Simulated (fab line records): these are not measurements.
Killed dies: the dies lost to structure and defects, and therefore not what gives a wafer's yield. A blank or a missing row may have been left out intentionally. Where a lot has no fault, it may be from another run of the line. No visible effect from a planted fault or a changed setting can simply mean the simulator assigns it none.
A lot that was struck, set against a sound lot | flow sky130 | 37 steps out of a route of 708
Sound: the wafers L744.2, L744.5, L744.6. The struck wafers were L761.1, L761.2, L761.5. Last of all comes the cause.
For every step that has rows: the tool of each side, followed by ch and its chambers, followed by its first start. Under that, the readings that differ: sound wafers | struck wafers | difference of the means | sigmas: that difference in standard deviations of wafers without a fault.
alike: same words and numbers on both sides, and readings whose means sit less than 2 such deviations apart. not compared: any withheld reading, any reading some wafer has no value for, any bound like >300 that may hide the same value, and any number with overlapping values for which the record gives no deviation.
Wherever a step has rows on one side only, a row that says differs or no value, or a row with sigmas, the two part there. Non-overlapping numbers with no deviation appear without sigmas and do not part them. Lack of a reading on every wafer of one side parts them only where that side has two or more wafers.

first, 10 steps without rows for these wafers: SKY_GATE_OXIDE_HMDS_04 (prime time 60 s); SKY_GATE_OXIDE_COAT_05 (resist thk 1140 nm); SKY_GATE_OXIDE_SOFTBAKE_06 (time 60 s); SKY_GATE_OXIDE_EXPOSE_07 (exposes mask LVOM, target cd 600 nm); SKY_GATE_OXIDE_PEB_08; SKY_GATE_OXIDE_DEVELOP_09 (develop time 60 s); SKY_GATE_OXIDE_IMPLANT_11; SKY_GATE_OXIDE_WET_ETCH_12 (etches SiO2 in dHF, target depth 16.8 nm, time 336 s); SKY_GATE_OXIDE_STRIP_13 (strips in O2/N2); SKY_GATE_OXIDE_CLEAN_15 (cleans in SC1/SC2, time 150 s).
SKY_GATE_OXIDE_OXIDATION_16: stabilise 600 s, purge 300 s, target thk 3.57 nm.
  sound on furnace-02 ch 0, day 14 08:24; struck on furnace-02 ch 0, day 20 00:13
  reading         | sound       | struck         | difference | sigmas
  stabilise_s (s) | 600 600 600 | 5400 5400 5400 | +4800      |
  alike: ox_temp_c, ox_temp_c_max, spike_tc_centre_C, tube_center_temp_C, tube_center_temp_C_max
then, 24 steps without rows for these wafers: SKY_POLY_GATE_CVD_00 (deposits poly-Si, target thk 180 nm, time 720 s); SKY_RES_PROTECT_DEHYDRATE_00 (time 60 s); SKY_RES_PROTECT_HMDS_01 (prime time 60 s); SKY_RES_PROTECT_COAT_02 (resist thk 1140 nm); SKY_RES_PROTECT_SOFTBAKE_03 (time 60 s); SKY_RES_PROTECT_EXPOSE_04 (exposes mask RPM, target cd 1270 nm); SKY_RES_PROTECT_PEB_05; SKY_RES_PROTECT_DEVELOP_06 (develop time 60 s); SKY_POLY_GATE_IMPLANT_02; SKY_RES_PROTECT_STRIP_07 (strips in O2/N2); SKY_RES_PROTECT_CLEAN_09 (cleans in SC1/SC2, time 150 s); SKY_POLY_GATE_CVD_03 (deposits Si3N4 from DCS/NH3, target thk 75 nm, time 1290 s); SKY_POLY_GATE_DEHYDRATE_05 (time 60 s); SKY_POLY_GATE_HMDS_06 (prime time 60 s); SKY_POLY_GATE_COAT_07 (resist thk 110 nm); SKY_POLY_GATE_COAT_08 (resist thk 450 nm); SKY_POLY_GATE_SOFTBAKE_09 (time 90 s); SKY_POLY_GATE_EXPOSE_10 (exposes mask P1M, target cd 150 nm); SKY_POLY_GATE_PEB_11; SKY_POLY_GATE_DEVELOP_12 (develop time 60 s); SKY_POLY_GATE_ETCH_15 (etches BARC in N2/H2, stops on SiO2, time 118.5 s, target depth 110 nm); SKY_POLY_GATE_ETCH_16 (etches Si3N4 in CH3F/O2, stops on poly-Si, time 147.5 s, target depth 75 nm); SKY_POLY_GATE_ETCH_17 (etches poly-Si in HBr/Cl2, stops on SiO2, target depth 180 nm, time 70.5 s); SKY_POLY_GATE_STRIP_18 (strips in O2/N2).
-- the record jumps here: 25 days lie between the struck wafers' starts before and after (it left off in module POLY_GATE and takes up again in module VIA3, whose first step shown is number 587 of the route) --
SKY_VIA3_ETCH_14: etches BARC in N2/H2, stops on SiO2, time 45.9 s, target depth 60 nm.
  sound on rie_diel-01 ch 0,1,2, day 39 22:01; struck on rie_diel-01 ch 0,2,3, day 44 17:10
  alike: drypump_motor_current_A, n2_flow_sccm, oes_product_au, throttle_valve_pct
  not compared: rf_hours_counter_h, model.VIA3.cd_nm
-- the record jumps here: 5 days lie between the struck wafers' starts before and after (it left off in module VIA3 and takes up again in module PAD_OPEN, whose first step shown is number 708 of the route) --
SKY_PAD_OPEN_PROBE_99:
  sound on prober-01 at day 46 00:20; struck on prober-01 at day 50 00:31
  reading                                  | sound                   | struck                  | difference | sigmas
  model.etest.pfet_01v8_mvt.off_log10_a_um | -9.736 -9.872 -9.906    | -11.42 -11.39 -11.31    | -1.54      |
  model.etest.pfet_01v8_mvt.vt_sat_v (V)   | -0.4883 -0.501 -0.5079  | -0.6145 -0.6079 -0.6078 | -0.1110    |
  model.etest.pfet_01v8_mvt.vt_long_v (V)  | -0.8063 -0.8079 -0.8061 | -0.9049 -0.9004 -0.9067 | -0.0972    |
  model.etest.pfet_01v8_mvt.vt_v (V)       | -0.5859 -0.5906 -0.5923 | -0.6976 -0.6949 -0.6953 | -0.1063    |
  model.etest.pfet_01v8_lvt.vt_v (V)       | -0.5075 -0.5143 -0.51   | -0.56 -0.55 -0.5552     | -0.04      |
  model.etest.pfet_01v8_lvt.vt_sat_v (V)   | -0.4135 -0.4241 -0.4238 | -0.4693 -0.4546 -0.4622 | -0.0416    |
  model.etest.pfet_01v8_lvt.vt_long_v (V)  | -0.6325 -0.6347 -0.6324 | -0.6762 -0.668 -0.6724  | -0.0390    |
  model.etest.pfet_01v8.vt_v (V)           | -0.7357 -0.7462 -0.7563 | -0.8092 -0.798 -0.801   | -0.0567    |
  alike: killed_at_M0_to_M3, killed_at_M4_up, killed_at_contacts, killed_at_front_end, killed_at_other, killed_dies, killed_open, killed_short

== WHERE THEY PART ==
Nowhere in this record.

WHY: the cause the simulator had injected
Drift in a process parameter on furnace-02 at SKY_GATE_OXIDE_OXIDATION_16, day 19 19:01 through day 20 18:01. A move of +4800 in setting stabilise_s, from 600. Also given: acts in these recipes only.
